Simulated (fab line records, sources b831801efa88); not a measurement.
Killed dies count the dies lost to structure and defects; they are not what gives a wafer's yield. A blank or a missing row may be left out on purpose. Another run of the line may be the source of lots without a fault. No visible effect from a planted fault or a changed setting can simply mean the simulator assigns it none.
fab line records -- flow sky130
record: lots: 13, wafers: 39, lastDay: 50
route steps=708 shown DNWELL@44 NWELL@63 VT_ADJUST_LVTN@106 SONOS_ONO@172
lots that met no fault: taken from a fault-free run of the same line
startH: hours from the record's opening day to when the first of the lot's shown wafers began -- waitH: hours from the lot's prior step to this one -- " same as the row above -- L1.1+2: a row that stands for several wafers -- - no value present, or no start provided -- * or withheld: withheld -- < > ~ a bound
route shown NAME@n: NAME is a module with steps in the file, n the number in the route of the first one -- usual: mean/standard deviation of fault-free wafers -- same: alike in all rows -- chamber/n: place in a boat -- sites: readings site by site -- _std_site: the standard deviation of these -- _edge_site: outer sites' mean less inner sites' -- radiusMm: for every site, how far away it sits from the centre of the wafer -- mask NAME#n: copy n -- behind: tool/chamber where the wafer was last shaped -- hold: the reason the lot was held/the length of the hold in hours/how it ended -- device: the transistor (n, p or np) that didn't switch -- end of line: the tests these same wafers got at the end of their route -- where a step has no rows: the recipe by itself -- killed: dies that structure and defects cost at the first sort, which is not the same as the wafer's yield -- map: the dies of a wafer, with x for killed, . for not killed, _ for no die there
set.NAME: the setting that was run; set.NAME@STEP: the one run at that earlier step -- model.NAME: the simulator's own value behind a step, which no gauge read
a sample of lots followed through the steps of the route, with each step as a table and each wafer as a row
services: the hour from which a tool's chamber was out of use, counted from the record's first day as startH (under 0 if before that day), plus the number of hours and why
== steps ==
step: SKY_DNWELL_TW_MEAS_09
usual: DNWELL_TW: 1113/9
lot.wafer,tool,chamber,startH,waitH,DNWELL_TW
L787.2,filmMetro-01,-,53.14,0.1,1098
L787.3,filmMetro-01,-,53.14,0.1,1109
L787.6,filmMetro-01,-,53.14,0.1,1103
L789.1,filmMetro-01,-,64.66,0.1,1101
L789.2,filmMetro-01,-,64.66,0.1,1104
L789.5,filmMetro-01,-,64.66,0.1,1104
L790.3,filmMetro-01,-,74.98,0.1,1104
L790.4,filmMetro-01,-,74.98,0.1,1101
L790.5,filmMetro-01,-,74.98,0.1,1100
L792.1,filmMetro-02,-,85.26,0.1,1124
L792.2,filmMetro-02,-,85.26,0.1,1117
L792.5,filmMetro-02,-,85.26,0.1,1125
L791.1,filmMetro-01,-,85.41,0.1,1102
L791.2,filmMetro-01,-,85.41,0.1,1100
L791.5,filmMetro-01,-,85.41,0.1,1098
L794.1,filmMetro-02,-,90.91,0.1,1116
L794.2,filmMetro-02,-,90.91,0.1,1126
L794.4,filmMetro-02,-,90.91,0.1,1125
L795.1,filmMetro-02,-,96.76,0.1,1114
L795.2,filmMetro-02,-,96.76,0.1,1114
L795.5,filmMetro-02,-,96.76,0.1,1124
L797.3,filmMetro-02,-,107.13,0.1,1118
L797.4,filmMetro-02,-,107.13,0.1,1124
L797.6,filmMetro-02,-,107.13,0.1,1120
L796.1,filmMetro-04,-,107.46,0.1,1114
L796.3,filmMetro-04,-,107.46,0.1,1120
L796.5,filmMetro-04,-,107.46,0.1,1112
L800.2,filmMetro-01,-,121.22,0.1,1110
L800.5,filmMetro-01,-,121.22,0.1,1107
L800.6,filmMetro-01,-,121.22,0.1,1107
L801.1,filmMetro-04,-,128.75,0.1,1098
L801.2,filmMetro-04,-,128.75,0.1,1106
L801.4,filmMetro-04,-,128.75,0.1,1106
L809.1,filmMetro-02,-,169.85,0.1,1130
L809.3,filmMetro-02,-,169.85,0.1,1126
L809.5,filmMetro-02,-,169.85,0.1,1132
L810.1,filmMetro-04,-,179.76,0.1,1101
L810.3,filmMetro-04,-,179.76,0.1,1102
L810.4,filmMetro-04,-,179.76,0.1,1112
step: SKY_NWELL_OVL_MEAS_10
usual: NWELL_00_OVL: 0.3/1.6
lot.wafer,tool,chamber,startH,waitH,NWELL_00_OVL[nm]
L787.2,overlay-02,-,85.36,-,0.0
L787.3,overlay-02,-,85.36,-,-2.2
L787.6,overlay-02,-,85.36,-,-0.1
L789.1,overlay-02,-,98.12,-,2.1
L789.2,overlay-02,-,98.12,-,-0.4
L789.5,overlay-02,-,98.12,-,-0.9
L790.3,overlay-02,-,108.97,-,1.6
L790.4,overlay-02,-,108.97,-,-1.5
L790.5,overlay-02,-,108.97,-,-2.0
L792.1,overlay-01,-,120.09,-,0.8
L792.2,overlay-01,-,120.09,-,0.6
L792.5,overlay-01,-,120.09,-,-1.5
L791.1,overlay-02,-,120.44,-,-1.4
L791.2,overlay-02,-,120.44,-,2.5
L791.5,overlay-02,-,120.44,-,0.7
L794.1,overlay-02,-,127.22,-,-1.8
L794.2,overlay-02,-,127.22,-,-1.8
L794.4,overlay-02,-,127.22,-,-2.1
L795.1,overlay-01,-,133.09,-,-1.3
L795.2,overlay-01,-,133.09,-,-0.1
L795.5,overlay-01,-,133.09,-,-2.6
L797.3,overlay-02,-,144.08,-,-2.1
L797.4,overlay-02,-,144.08,-,-0.1
L797.6,overlay-02,-,144.08,-,0.0
L796.1,overlay-01,-,145.50,-,-0.4
L796.3,overlay-01,-,145.50,-,-0.1
L796.5,overlay-01,-,145.50,-,-0.9
L800.2,overlay-02,-,160.11,-,1.5
L800.5,overlay-02,-,160.11,-,1.8
L800.6,overlay-02,-,160.11,-,1.7
L801.1,overlay-02,-,167.50,-,0.0
L801.2,overlay-02,-,167.50,-,2.2
L801.4,overlay-02,-,167.50,-,-0.4
L809.1,overlay-02,-,211.90,-,2.2
L809.3,overlay-02,-,211.90,-,2.6
L809.5,overlay-02,-,211.90,-,3.1
L810.1,overlay-02,-,222.80,-,3.0
L810.3,overlay-02,-,222.80,-,4.8
L810.4,overlay-02,-,222.80,-,2.6
step: SKY_VT_ADJUST_LVTN_STRIP_09
recipe: chemistry: O2/N2, powerW: 1400, pressureMtorr: 1500, platenTempC: withheld, o2FlowSccm: 3000, n2FlowSccm: 300, overashFraction: 0.5
usual: chamberPressureMTorr: 1500.0/1.3, drypumpMotorCurrentA: 5.27/0.26, o2FlowSccm: 3000/8.1, oesProductAu: 0.723/0.0046, stripTimeToEndpointS: 36.92/0.091
lot.wafer,tool,chamber,startH,waitH,chamberPressureMTorr,drypumpMotorCurrentA,o2FlowSccm,oesProductAu,rfHoursCounterH,stripTimeToEndpointS
L787.2,plasmaAsher-02,1,140.15,0.1,1499.9,4.93,3003,0.716,45,37.10
L787.3,plasmaAsher-02,1,140.15,0.1,1501.2,4.94,2993,0.721,-,37.05
L787.6,plasmaAsher-02,0,140.15,0.1,1500.3,5.52,3002,0.719,-,37.05
L789.1,plasmaAsher-02,0,155.65,0.1,1498.4,5.51,3002,0.731,47,37.02
L789.2,plasmaAsher-02,1,155.65,0.1,1500.0,4.96,2999,0.724,47,36.93
L789.5,plasmaAsher-02,1,155.65,0.1,1499.5,4.93,2993,0.724,-,36.87
L790.3,plasmaAsher-02,1,168.28,0.1,1501.4,4.95,2997,0.718,-,36.88
L790.4,plasmaAsher-02,0,168.28,0.1,1499.9,5.51,2996,0.728,-,36.95
L790.5,plasmaAsher-02,1,168.28,0.1,1501.9,4.94,3003,0.717,-,36.89
L792.1,plasmaAsher-03,1,180.05,0.1,1498.3,5.28,3008,0.727,50,36.88
L792.2,plasmaAsher-03,0,180.05,0.1,1502.8,5.52,2996,0.726,50,36.85
L792.5,plasmaAsher-03,1,180.05,0.1,1500.3,5.28,3013,0.726,-,36.81
L791.1,plasmaAsher-03,0,180.84,0.1,1499.5,5.54,3013,0.724,50,36.89
L791.2,plasmaAsher-03,1,180.84,0.1,1499.0,5.25,2998,0.725,50,36.84
L791.5,plasmaAsher-03,0,180.84,0.1,1500.9,5.55,2991,0.721,-,36.82
L794.1,plasmaAsher-01,1,186.84,0.1,1501.6,5.02,2988,0.721,7,36.92
L794.2,plasmaAsher-01,0,186.84,0.1,1501.7,5.47,3003,0.726,7,36.94
L794.4,plasmaAsher-01,0,186.84,0.1,1500.9,5.51,2996,0.729,-,36.98
L795.1,plasmaAsher-01,0,193.40,0.1,1499.2,5.49,2999,0.715,8,36.68
L795.2,plasmaAsher-01,1,193.40,0.1,1499.4,4.97,2994,0.725,8,36.70
L795.5,plasmaAsher-01,0,193.40,0.1,1498.5,5.50,3011,0.723,-,36.76
L797.3,plasmaAsher-03,1,207.19,0.1,1499.7,5.27,2993,0.733,-,36.93
L797.4,plasmaAsher-03,0,207.19,0.1,1499.9,5.57,2979,0.717,-,37.00
L797.6,plasmaAsher-03,0,207.19,0.1,1500.9,5.53,2997,0.726,-,36.84
L796.1,plasmaAsher-01,1,208.90,0.1,1498.6,4.96,3007,0.724,9,37.09
L796.3,plasmaAsher-01,1,208.90,0.1,1497.8,4.94,3000,0.720,-,37.10
L796.5,plasmaAsher-01,0,208.90,0.1,1499.7,5.56,3001,0.727,-,37.17
L800.2,plasmaAsher-02,1,225.24,0.1,1500.8,4.93,2999,0.721,53,36.98
L800.5,plasmaAsher-02,1,225.24,0.1,1499.4,4.91,3001,0.723,-,36.97
L800.6,plasmaAsher-02,0,225.24,0.1,1501.2,5.51,3008,0.729,-,36.97
L801.1,plasmaAsher-02,1,232.64,0.1,1497.7,4.94,2993,0.727,54,36.85
L801.2,plasmaAsher-02,0,232.64,0.1,1501.2,5.48,3000,0.722,54,37.00
L801.4,plasmaAsher-02,1,232.64,0.1,1501.4,4.94,3023,0.726,-,36.98
L809.1,plasmaAsher-01,0,283.65,0.1,1501.1,5.48,2991,0.722,16,36.89
L809.3,plasmaAsher-01,1,283.65,0.1,1501.4,4.97,2989,0.726,-,36.97
L809.5,plasmaAsher-01,0,283.65,0.1,1499.3,5.49,2995,0.724,-,36.87
L810.1,plasmaAsher-01,0,295.55,0.1,1499.5,5.47,3011,0.718,17,36.88
L810.3,plasmaAsher-01,0,295.55,0.1,1503.6,5.52,3020,0.723,-,36.94
L810.4,plasmaAsher-01,1,295.55,0.1,1498.8,4.94,3004,0.724,-,36.92
step: SKY_SONOS_ONO_CVD_04
recipe: material: SiO2, precursor: SiH4/N2O, targetThkNm: 5.7199, tempC: 900, pressureMtorr: 400
lot.wafer,tool,chamber,startH,waitH
L787.2+3+6,lpcvd-03,0,252.41,0.0
L789.1+2+5,lpcvd-03,0,267.43,0.1
L790.3+4+5,lpcvd-03,0,283.22,0.0
L792.1+2+5,lpcvd-03,0,300.14,0.1
L791.1+2+5,lpcvd-03,0,301.39,0.2
L794.1+2+4,lpcvd-03,1,331.25,24.3
L795.1+2+5,lpcvd-03,1,331.25,14.2
L797.3+4+6,lpcvd-03,0,331.25,0.1
L796.1+3+5,lpcvd-03,0,337.89,0.1
L800.2+5+6,lpcvd-03,1,354.59,0.0
L801.1+2+4,lpcvd-03,0,366.32,0.1
L809.1+3+5,lpcvd-03,1,454.42,0.1
L810.1+3+4,lpcvd-03,1,454.42,0.1
step: SKY_SONOS_ONO_THK_MEAS_05
recipe: reads: SiO2_of_SONOS_ONO_CVD_04
usual: SONOS_ONO_CVD_04_THK: 5.83/0.081
lot.wafer,tool,chamber,startH,waitH,SONOS_ONO_CVD_04_THK[nm]
L787.2,filmMetro-01,-,253.82,0.2,5.96
L787.3,filmMetro-01,-,253.82,0.2,5.84
L787.6,filmMetro-01,-,253.82,0.2,5.91
L789.1,filmMetro-03,-,268.68,0.0,5.72
L789.2,filmMetro-03,-,268.68,0.0,5.85
L789.5,filmMetro-03,-,268.68,0.0,5.86
L790.3,filmMetro-03,-,284.49,0.0,5.70
L790.4,filmMetro-03,-,284.49,0.0,5.69
L790.5,filmMetro-03,-,284.49,0.0,5.74
L792.1,filmMetro-03,-,301.39,0.0,5.87
L792.2,filmMetro-03,-,301.39,0.0,5.85
L792.5,filmMetro-03,-,301.39,0.0,5.67
L791.1,filmMetro-03,-,302.64,0.0,5.73
L791.2,filmMetro-03,-,302.64,0.0,5.84
L791.5,filmMetro-03,-,302.64,0.0,5.75
L795.1,filmMetro-03,-,332.51,0.0,5.98
L795.2,filmMetro-03,-,332.51,0.0,5.90
L795.5,filmMetro-03,-,332.51,0.0,5.88
L794.1,filmMetro-01,-,332.56,0.1,5.88
L794.2,filmMetro-01,-,332.56,0.1,5.88
L794.4,filmMetro-01,-,332.56,0.1,5.91
L797.3,filmMetro-03,-,332.59,0.1,5.88
L797.4,filmMetro-03,-,332.59,0.1,5.81
L797.6,filmMetro-03,-,332.59,0.1,5.84
L796.1,filmMetro-01,-,339.14,0.0,5.87
L796.3,filmMetro-01,-,339.14,0.0,5.99
L796.5,filmMetro-01,-,339.14,0.0,5.97
L800.2,filmMetro-03,-,355.85,0.0,6.50
L800.5,filmMetro-03,-,355.85,0.0,6.47
L800.6,filmMetro-03,-,355.85,0.0,6.50
L801.1,filmMetro-01,-,367.60,0.0,6.28
L801.2,filmMetro-01,-,367.60,0.0,6.50
L801.4,filmMetro-01,-,367.60,0.0,6.59
L809.1,filmMetro-03,-,455.67,0.0,5.80
L809.3,filmMetro-03,-,455.67,0.0,5.71
L809.5,filmMetro-03,-,455.67,0.0,5.70
L810.1,filmMetro-02,-,455.68,0.0,5.76
L810.3,filmMetro-02,-,455.68,0.0,5.79
L810.4,filmMetro-02,-,455.68,0.0,5.82
== services ==
tool,chamber,startH,hours,kind
plasmaAsher-01,0,117.75,-,clean
plasmaAsher-01,1,117.75,-,clean
lpcvd-03,-,191.94,0.3,repair
lpcvd-03,-,213.52,5.0,repair
plasmaAsher-01,-,251.18,9.3,repair
lpcvd-03,-,303.15,28.1,pm
plasmaAsher-02,-,305.27,8.1,repair
plasmaAsher-03,-,321.34,79.3,repair
plasmaAsher-02,-,372.68,1.0,repair
lpcvd-03,-,381.60,1.4,repair
plasmaAsher-03,-,386.16,2.4,repair
plasmaAsher-03,-,412.70,9.3,repair
plasmaAsher-02,-,421.25,9.0,pm
plasmaAsher-02,0,421.25,9.0,ventCycle
plasmaAsher-02,1,421.25,9.0,ventCycle
plasmaAsher-02,0,430.25,-,clean
plasmaAsher-02,1,430.25,-,clean
plasmaAsher-03,-,432.30,28.1,pm
== key ==
firstSign: step: SKY_SONOS_ONO_THK_MEAS_05, reading: SONOS_ONO_CVD_04_THK, direction: up, sigmas: 7.9, usual: 5.83, struck: 6.47
effect none on later readings
metAt SKY_SONOS_ONO_CVD_04
struckLots L800,L801
testerLeftOut L800,L801
notActingAt SKY_DNWELL_TW_MEAS_09,SKY_NWELL_OVL_MEAS_10,SKY_VT_ADJUST_LVTN_STRIP_09
onsetBetween 337.89 354.59
fault: kind: processParameterDrift, tool: lpcvd-03, chamber: -, onsetH: 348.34, steps: SKY_SONOS_ONO_CVD_04, channel: targetThkNm, offset: 0.55961, shape: step, endH: 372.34, stated: 5.7199
testerLeftOut: of these lots the tester's yield and bins aren't shown, on N5 and GAA mostly nor the transistor test; their killed dies are dies lost to structure and defects alone, not to doping, threshold or leakage, so they don't give the yield
